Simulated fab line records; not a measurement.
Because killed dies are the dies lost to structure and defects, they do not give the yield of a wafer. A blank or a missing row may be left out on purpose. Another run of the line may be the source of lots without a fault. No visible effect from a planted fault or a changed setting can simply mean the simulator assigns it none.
fab line records	flow gf180mcu
record: lots: 6	wafers: 18	lastDay: 34
route steps=602 shown STI@28 DNWELL@32 NWELL@42 LVPWELL@54
lots untouched by any fault: they come from a run of this same line in which no faults occurred
startH: start of the lot's first displayed wafer, in hours after the record's first day	waitH: hours elapsed since this lot's preceding step	" repeats the value in the row above	L1.1+2: a row that stands for several wafers	- no value, or no start was given	* or withheld: withheld	< > ~ a bound
route shown NAME@n: NAME is a module with steps in the file, n the number in the route of the first one	usual: the fault-free wafers' mean and standard deviation	same: alike in all rows	chamber/n: place in a boat	sites: readings site by site	_std_site: standard deviation of those values	_edge_site: inner sites' mean taken away from outer sites' mean	radiusMm: how far each site lies from the wafer's centre	mask NAME#n: copy n	behind: the tool/chamber that last shaped the wafer	hold: why the lot was held/for how many hours/how that ended	device: names the non-switching transistor (n, p or np)	end of line: tests run on the same wafers once the route is complete	a step given without rows: its recipe and nothing more	killed: dies lost to structure and defects at the first sort, not the wafer's yield	map: dies across one wafer; x = killed, . = not, _ = none there
set.NAME: the run value of the setting; set.NAME@STEP: its run value at that earlier step	model.NAME: the simulator's own value behind a step, which no gauge read
lots at some steps of the route; a table a step, a row a wafer
services: from which hour (startH, from the record's first day; less than 0 if before it) a tool's chamber was out of use, for how many hours, and why
== steps ==
step: GF_STI_WET_ETCH_27
recipe: chemistry: H3PO4	targetDepthNm: 160	target: Si3N4	tempC: 160	timeS: 1825
step: GF_STI_WET_ETCH_28
recipe: chemistry: dHF	targetDepthNm: 20	dry: ipaMarangoni	target: SiO2	tempC: 25	dilution: 10:1	timeS: 40
step: GF_STI_OXIDATION_29
recipe: tempC: 900	ambient: O2	stabiliseS: 600	purgeS: 300	targetThkA: 100	oxTimeS: 1418
step: GF_STI_THK_MEAS_30
recipe: reads: SiO2_of_STI_OXIDATION_29
usual: STI_OXIDATION_02_THK: 9.84/0.17
lot.wafer	tool	chamber	startH	waitH	STI_OXIDATION_02_THK[nm]
L821.1	filmMetro-02	-	29.02	0.0	10.01
L821.3	"	-	"	"	10.04
L821.6	"	-	"	"	10.02
L827.3	filmMetro-02	-	60.91	0.0	9.90
L827.4	"	-	"	"	9.90
L827.6	"	-	"	"	10.06
L830.1	filmMetro-02	-	76.29	0.0	9.62
L830.2	"	-	"	"	9.76
L830.3	"	-	"	"	9.61
L831.1	filmMetro-01	-	80.77	0.0	10.25
L831.2	"	-	"	"	10.11
L831.3	"	-	"	"	10.05
L836.2	filmMetro-04	-	109.81	0.0	9.83
L836.3	"	-	"	"	9.72
L836.6	"	-	"	"	9.70
L841.2	filmMetro-02	-	133.28	0.0	10.07
L841.4	"	-	"	"	9.86
L841.5	"	-	"	"	9.94
step: GF_DNWELL_DEHYDRATE_00
recipe: tempC: 200	timeS: 60
step: GF_DNWELL_HMDS_01
recipe: primeTimeS: 60	primeTempC: 120
step: GF_DNWELL_COAT_02
recipe: spinRpm: 2000	resistThkNm: 3000
step: GF_DNWELL_SOFTBAKE_03
recipe: tempC: 110	timeS: withheld
step: GF_DNWELL_EXPOSE_04
recipe: maskId: DNWELL	targetCdNm: 1700	na: 0.6	sourceShape: conventional	sigmaOuter: 0.6	doseMj: 260
step: GF_DNWELL_PEB_05
recipe: tempC: 115	timeS: withheld
step: GF_DNWELL_DEVELOP_06
recipe: wallAngleDeg: 90	developTimeS: 60	devTempC: 23
step: GF_DNWELL_IMPLANT_07
recipe: species: P	energyKev: 1500	doseCm2: 1e+13	tiltDeg: 0
step: GF_DNWELL_STRIP_08
recipe: chemistry: O2/N2	powerW: 1400	pressureMtorr: 1500	platenTempC: 250	o2FlowSccm: 3000	n2FlowSccm: 300	overashFraction: 0.5
usual: chamberPressureMTorr: 1500.0/1.6	drypumpMotorCurrentA: 5.49/0.29	heaterPowerW: 322/38	oesProductAu: 0.722/0.005	stripTimeToEndpointS: 36.95/0.1
lot.wafer	tool	chamber	startH	waitH	chamberPressureMTorr	drypumpMotorCurrentA	heaterPowerW	oesProductAu	rfHoursCounterH	stripTimeToEndpointS	model.coat_of_DNWELL_COAT_02.thkNm
L821.1	plasmaAsher-02	0	41.49	0.1	1500.1	5.51	280	0.726	38	37.11	0
L821.3	"	0	"	"	1500.7	5.53	279	0.718	-	36.94	0
L821.6	"	1	"	"	1500.3	5.53	304	0.723	-	37.09	0
L827.3	plasmaAsher-01	1	73.95	0.1	1501.5	5.96	377	0.729	-	37.00	0
L827.4	"	0	"	"	1498.0	5.48	384	0.722	-	36.98	0
L827.6	"	0	"	"	1500.0	5.48	379	0.724	-	37.05	0
L830.1	plasmaAsher-04	1	90.49	0.1	-	-	-	-	-	-	2996
L830.2	"	0	"	"	-	-	-	-	-	-	2999
L830.3	"	1	"	"	-	-	-	-	-	-	2988
L831.1	plasmaAsher-02	1	94.53	0.1	-	-	-	-	-	-	2997
L831.2	"	0	"	"	-	-	-	-	-	-	2990
L831.3	"	0	"	"	-	-	-	-	-	-	2991
L836.2	plasmaAsher-01	0	125.17	0.1	1499.4	5.50	382	0.718	50	37.06	0
L836.3	"	1	"	"	1499.1	5.97	371	0.729	-	36.91	0
L836.6	"	0	"	"	1501.2	5.51	378	0.721	-	36.98	0
L841.2	plasmaAsher-04	1	149.78	0.1	1501.7	4.89	323	0.717	2	37.18	0
L841.4	"	0	"	"	1500.1	5.43	291	0.718	-	37.02	0
L841.5	"	0	"	"	1501.2	5.41	283	0.730	-	37.10	0
step: GF_DNWELL_TW_MEAS_09
usual: DNWELL_TW: 1354/7.8
lot.wafer	tool	chamber	startH	waitH	DNWELL_TW
L821.1	filmMetro-03	-	41.59	0.1	1351
L821.3	"	-	"	"	1358
L821.6	"	-	"	"	1356
L827.3	filmMetro-02	-	74.04	0.1	1358
L827.4	"	-	"	"	1359
L827.6	"	-	"	"	1353
L830.1	filmMetro-01	-	90.59	0.1	1344
L830.2	"	-	"	"	1351
L830.3	"	-	"	"	1348
L831.1	filmMetro-01	-	94.63	0.1	1358
L831.2	"	-	"	"	1362
L831.3	"	-	"	"	1354
L836.2	filmMetro-01	-	125.28	0.1	1356
L836.3	"	-	"	"	1359
L836.6	"	-	"	"	1347
L841.2	filmMetro-02	-	149.89	0.1	1344
L841.4	"	-	"	"	1341
L841.5	"	-	"	"	1350
step: GF_NWELL_DEHYDRATE_00
recipe: tempC: 200	timeS: 60
step: GF_NWELL_HMDS_01
recipe: primeTimeS: 60	primeTempC: 120
step: GF_NWELL_COAT_02
recipe: spinRpm: 2000	resistThkNm: 3000
step: GF_NWELL_SOFTBAKE_03
recipe: tempC: 110	timeS: withheld
step: GF_NWELL_EXPOSE_04
recipe: maskId: Nwell	targetCdNm: 860	na: 0.6	sourceShape: conventional	sigmaOuter: 0.6	doseMj: 260
step: GF_NWELL_PEB_05
recipe: tempC: 115	timeS: withheld
step: GF_NWELL_DEVELOP_06
recipe: wallAngleDeg: 90	developTimeS: 60	devTempC: 23
step: GF_NWELL_OVL_MEAS_07
usual: NWELL_OVL: -1.1/1.4
lot.wafer	tool	chamber	startH	waitH	NWELL_OVL[nm]
L821.1	overlay-02	-	54.28	-	1.5
L821.3	"	-	"	"	-1.6
L821.6	"	-	"	"	-0.3
L827.3	overlay-01	-	87.08	-	0.0
L827.4	"	-	"	"	0.7
L827.6	"	-	"	"	1.0
L830.1	overlay-01	-	105.03	-	-1.7
L830.2	"	-	"	"	-0.7
L830.3	"	-	"	"	-0.3
L831.1	overlay-02	-	109.18	-	-1.7
L831.2	"	-	"	"	-3.7
L831.3	"	-	"	"	-1.9
L836.2	overlay-01	-	140.64	-	-1.5
L836.3	"	-	"	"	-1.9
L836.6	"	-	"	"	-1.8
L841.2	overlay-01	-	165.94	-	0.5
L841.4	"	-	"	"	0.1
L841.5	"	-	"	"	0.1
step: GF_NWELL_IMPLANT_08
recipe: species: P	energyKev: 450	doseCm2: 1.5e+13	tiltDeg: 0
step: GF_NWELL_IMPLANT_09
recipe: species: P	energyKev: 160	doseCm2: 4e+12	tiltDeg: 0
step: GF_NWELL_STRIP_10
recipe: chemistry: O2/N2	powerW: 1400	pressureMtorr: 1500	platenTempC: 250	o2FlowSccm: 3000	n2FlowSccm: 300	overashFraction: 0.5
usual: chamberPressureMTorr: 1500.0/1.4	drypumpMotorCurrentA: 5.8/0.48	heaterPowerW: 357/31	oesProductAu: 0.722/0.0046	stripTimeToEndpointS: 36.96/0.082
lot.wafer	tool	chamber	startH	waitH	chamberPressureMTorr	drypumpMotorCurrentA	heaterPowerW	oesProductAu	rfHoursCounterH	stripTimeToEndpointS
L821.1	plasmaAsher-03	0	54.62	0.1	1497.5	6.4	385	0.717	22	36.81
L821.3	"	1	"	"	1500.6	6.4	325	0.716	-	36.96
L821.6	"	0	"	"	1500.2	6.4	387	0.725	-	36.91
L827.3	plasmaAsher-01	1	87.44	0.1	1499.4	6.0	365	0.721	-	36.89
L827.4	"	0	"	"	1501.8	5.5	375	0.724	-	36.97
L827.6	"	1	"	"	1497.0	6.0	366	0.721	-	36.90
L830.1	plasmaAsher-03	0	105.37	0.1	1502.2	6.4	385	0.740	28	81.13
L830.2	"	1	"	"	1498.7	6.4	329	0.741	28	81.21
L830.3	"	1	"	"	1496.8	6.4	325	0.740	-	81.01
L831.1	plasmaAsher-01	0	109.52	0.1	1500.9	5.5	374	0.743	48	81.16
L831.2	"	1	"	"	1501.4	6.0	372	0.743	48	81.09
L831.3	"	0	"	"	1498.6	5.4	373	0.743	-	81.22
L836.2	plasmaAsher-03	1	140.97	0.1	1501.2	6.4	327	0.717	32	37.09
L836.3	"	0	"	"	1499.7	6.4	389	0.721	-	36.98
L836.6	"	1	"	"	1500.6	6.4	325	0.715	-	37.04
L841.2	plasmaAsher-04	0	166.27	0.1	1499.0	5.4	282	0.723	4	36.87
L841.4	"	0	"	"	1501.3	5.4	290	0.729	-	36.93
L841.5	"	0	"	"	1499.2	5.4	282	0.721	-	36.74
step: GF_NWELL_TW_MEAS_11
usual: NWELL_TW: 1580/7.5
lot.wafer	tool	chamber	startH	waitH	NWELL_TW
L821.1	filmMetro-03	-	54.72	0.1	1578
L821.3	"	-	"	"	1579
L821.6	"	-	"	"	1576
L827.3	filmMetro-03	-	87.53	0.1	1572
L827.4	"	-	"	"	1576
L827.6	"	-	"	"	1584
L830.1	filmMetro-04	-	105.47	0.1	30
L830.2	"	-	"	"	30
L830.3	"	-	"	"	30
L831.1	filmMetro-03	-	109.62	0.1	30
L831.2	"	-	"	"	30
L831.3	"	-	"	"	30
L836.2	filmMetro-01	-	141.08	0.1	1590
L836.3	"	-	"	"	1587
L836.6	"	-	"	"	1587
L841.2	filmMetro-01	-	166.38	0.1	1583
L841.4	"	-	"	"	1583
L841.5	"	-	"	"	1576
step: GF_LVPWELL_DEHYDRATE_00
recipe: tempC: 200	timeS: 60
== services ==
tool	chamber	startH	hours	kind
plasmaAsher-04	-	70.71	0.7	repair
plasmaAsher-04	-	96.98	24.5	repair
plasmaAsher-04	-	121.50	9.0	pm
plasmaAsher-04	0	121.50	9.0	ventCycle
plasmaAsher-04	1	121.50	9.0	ventCycle
plasmaAsher-04	0	130.50	-	clean
plasmaAsher-04	1	130.50	-	clean
plasmaAsher-01	-	144.32	3.7	repair
== key ==
firstSign: step: GF_DNWELL_STRIP_08	reading: toolRecord	direction: missing
effect: step: GF_NWELL_STRIP_10	reading: stripTimeToEndpointS	direction: up	sigmas: 99+	usual: *	struck: *
effect: step: GF_NWELL_TW_MEAS_11	reading: NWELL_TW	direction: down	sigmas: 99+	usual: 1580	struck: 30
modelEffect: step: GF_DNWELL_STRIP_08	value: coat_of_DNWELL_COAT_02.thkNm	without: 0	struck: 2994
metAt GF_DNWELL_STRIP_08
struckWafers L830.1,L830.2,L830.3,L831.1,L831.2,L831.3
sortLeftOut L830.1,L830.2,L830.3,L831.1,L831.2,L831.3
testerLeftOut L830,L831
onsetBetween 41.49 90.49
fault: kind: skippedStepWhole	tool: plasmaAsher-02,plasmaAsher-04	chamber: -	onsetH: 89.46	steps: GF_DNWELL_STRIP_08	scope: struckLotsOnly
testerLeftOut: of these lots the tester's yield and bins aren't shown, on N5 and GAA mostly nor the transistor test; their killed dies are dies lost to structure and defects alone, not to doping, threshold or leakage, so they don't give the yield
sortLeftOut: the simulated sort isn't trusted on such a fault, so these wafers' sort isn't shown, and their yield isn't known
